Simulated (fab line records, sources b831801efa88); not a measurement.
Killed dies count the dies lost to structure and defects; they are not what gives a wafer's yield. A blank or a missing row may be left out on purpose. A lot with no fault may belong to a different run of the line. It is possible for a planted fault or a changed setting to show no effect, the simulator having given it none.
The same fault as seen by 2 desks :: flow sky130 :: only its own numbers are on each desk; what lay behind them is given at the end

METROLOGY DESK
Lot by lot, what the gauges showed, no matter which tool ran the lot: averages of those sampled wafers that carry a number. If a lot's mean is further than 4 standard deviations from the usual mean, the lot is out of limits and carries the mark OUT (the distance appears in the brackets).
Columns: A = VT_ADJUST_NCORE_TW at SKY_VT_ADJUST_NCORE_TW_MEAS_11, usual 218.6; B = SONOS_ONO_CVD_04_THK at SKY_SONOS_ONO_THK_MEAS_05, usual 5.77 nm; C = SONOS_ONO_OVL at SKY_SONOS_ONO_OVL_MEAS_14, usual -0.2 nm
lot: L128
first seen here: day 8 23:50
A: 217.0
B: 5.71
C: 0.2

lot: L129
first seen here: day 9 02:59
A: 220.9
B: 5.74
C: -1.4

lot: L130
first seen here: day 9 03:19
A: 217.0
B: 5.72
C: -0.0

lot: L133
first seen here: day 9 22:48
A: 218.1
B: 5.71
C: 1.1

lot: L134
first seen here: day 10 06:22
A: 216.7
B: 5.76
C: 0.9

lot: L136
first seen here: day 10 18:46
A: 220.8
B: 5.80
C: 1.0

lot: L138
first seen here: day 11 23:04
A: 216.8
B: 5.56
C: -3.3

lot: L143
first seen here: day 13 03:23
A: 216.1
B: 5.99
C: -0.4

lot: L145
first seen here: day 13 14:23
A: 216.0
B: 5.81
C: 0.0

lot: L146
first seen here: day 13 23:47
A: 219.6
B: 5.69
C: -1.1

lot: L147
first seen here: day 14 06:23
A: 217.4
B: 5.99
C: -0.9

lot: L149
first seen here: day 14 17:17
A: 216.3
B: 5.83
C: -0.6

lot: L150
first seen here: day 15 00:19
A: 219.4
B: 5.88
C: -0.9
This desk found nothing out of limits on any of the 13 lots.

AT THE TOOL OWNER'S DESK: rie-diel-01
The tool's own readings at SKY_POLY_GATE_ETCH_16 (etches Si3N4 in CH3F/O2, stops on poly-Si, time 147.5 s, target depth 75 nm): means of the sampled wafers that have a number, for each lot that ran on this tool. If a lot's mean is further than 4 standard deviations from the usual mean, the lot is out of limits and carries the mark OUT (the distance appears in the brackets).
Columns: A = drypump-motor-current-A at SKY_POLY_GATE_ETCH_16, usual 5.8 A; B = oes-product-au at SKY_POLY_GATE_ETCH_16, usual 0.643 a.u.; C = throttle-valve-pct at SKY_POLY_GATE_ETCH_16, usual 10.535 %
lot: L134
first seen here: day 18 15:04
A: 5.7
B: 0.648
C: 10.535

lot: L143
first seen here: day 22 01:53
A: 5.8
B: 0.645
C: 10.533

lot: L145
first seen here: day 22 15:35
A: 5.6
B: 0.643
C: 10.538

lot: L146
first seen here: day 23 03:59
A: 5.8
B: 0.644
C: 10.528

lot: L147
first seen here: day 23 11:05
A: 5.6
B: 0.645
C: 10.538
This desk found nothing out of limits on any of the 5 lots.

BROUGHT TOGETHER
Nothing out of limits was seen by the metrology desk.
Nothing out of limits was seen by the tool owner's desk.

WHAT HAD BEEN PUT IN BY THE SIMULATOR
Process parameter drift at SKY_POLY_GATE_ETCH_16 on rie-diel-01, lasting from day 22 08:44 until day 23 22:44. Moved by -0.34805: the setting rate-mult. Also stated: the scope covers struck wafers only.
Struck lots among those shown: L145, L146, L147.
